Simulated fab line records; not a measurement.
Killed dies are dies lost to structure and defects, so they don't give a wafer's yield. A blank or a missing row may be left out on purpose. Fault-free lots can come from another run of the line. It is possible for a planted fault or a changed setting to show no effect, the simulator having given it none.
Problem report in the 8D (eight disciplines) form, filled by code ; flow sky130 ; the parts of the form that need people (team, actions taken, sign-off) are left out

1. WHAT IS WRONG
Mean of killed at other at SKY_PAD_OPEN_PROBE_99: 42.7 across 6 wafers in 2 lots; on wafers with no fault it is 0.3 (standard deviation 0.54). Relative to the usual mean, that is a shift of +78 standard deviations.
First seen on wafer L499.1, day 49 01:50, on prober-01. The record holds 9 wafers of 3 lots with a number at this step. The rule behind "out" and "out of limits": a value lying over 4 standard deviations away from the usual mean. All remaining wafers that have a number are taken as sound.

2. WHAT THIS IS AND IS NOT
question;is;is not
which readings at this step;killed at other;killed_at_M0_to_M3, killed_at_M4_up, killed at contacts, killed open, killed short
which lots;L499, L501;L492
which wafers of those lots;all that have a number;-
read on which tools;prober-01;prober-02
when;from day 49 01:50;up to then (3 sound wafers)

3. SUSPECTS, AND WHAT RULES EACH OUT
Counting: any tool at a process step up to the reading is kept as a suspect provided that every lot that is out went through it and no sound lot did after the first of them.
- pvd sputter-01 at SKY_CAPM_SPUTTER_02 (material TiN, target thk 200 nm, time 166.7 s): kept. It ran every lot that is out, first L499 (day 40 12:27), and no sound lot after that; its last sound lot up to then is L492 (day 38 19:47).
- prober-01 at SKY_PAD_OPEN_PROBE_99: kept. It ran every lot that is out, first L499 (day 49 01:50), and no sound lot after that. Its own killed at other readings are out on those wafers.
The count leaves prober-01 at SKY_PAD_OPEN_PROBE_99 and pvd sputter-01 at SKY_CAPM_SPUTTER_02.

4. THE CAUSE (what the simulator had put in)
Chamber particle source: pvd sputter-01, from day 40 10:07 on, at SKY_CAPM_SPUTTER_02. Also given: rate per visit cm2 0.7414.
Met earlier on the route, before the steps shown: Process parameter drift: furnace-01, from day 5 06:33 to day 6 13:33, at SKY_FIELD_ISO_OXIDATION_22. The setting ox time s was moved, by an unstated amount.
Counting left 2 suspects, and this tool is among them.

5. THE CHAIN OF EFFECTS, in route order
One row per reading whose mean, taken over the struck wafers that have a number, lies over 3 standard deviations from the usual. Scope: only readings with a usual standard deviation given in the record; hours: median across lots of the time from each lot's start at the first step in this table that gives one to its start at this step; sigmas: change in usual standard deviations.
hours;step;reading;usual;on struck wafers;change;sigmas
0;SKY_PAD_OPEN_PROBE_99;killed at other;0.3;42.7;+42.4;+78
0;SKY_PAD_OPEN_PROBE_99;killed dies;84;122;+38;+4.1
The process steps in it:
- SKY_PAD_OPEN_PROBE_99

6. WHAT WOULD HAVE CAUGHT IT SOONER
In this record no reading fell out of limits until day 49 01:50, 208 hours after the fault had begun at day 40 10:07.
Tool readings at SKY_CAPM_SPUTTER_02 with a usual standard deviation given in the record: none out on any struck wafer, hence no alarm at a limit of 4 standard deviations on them.
Each of the lots that are out, 2 in all, had begun SKY_CAPM_SPUTTER_02 on pvd sputter-01 no later than day 49 01:50. Had the tool been put on hold then, not one of them would have been saved.
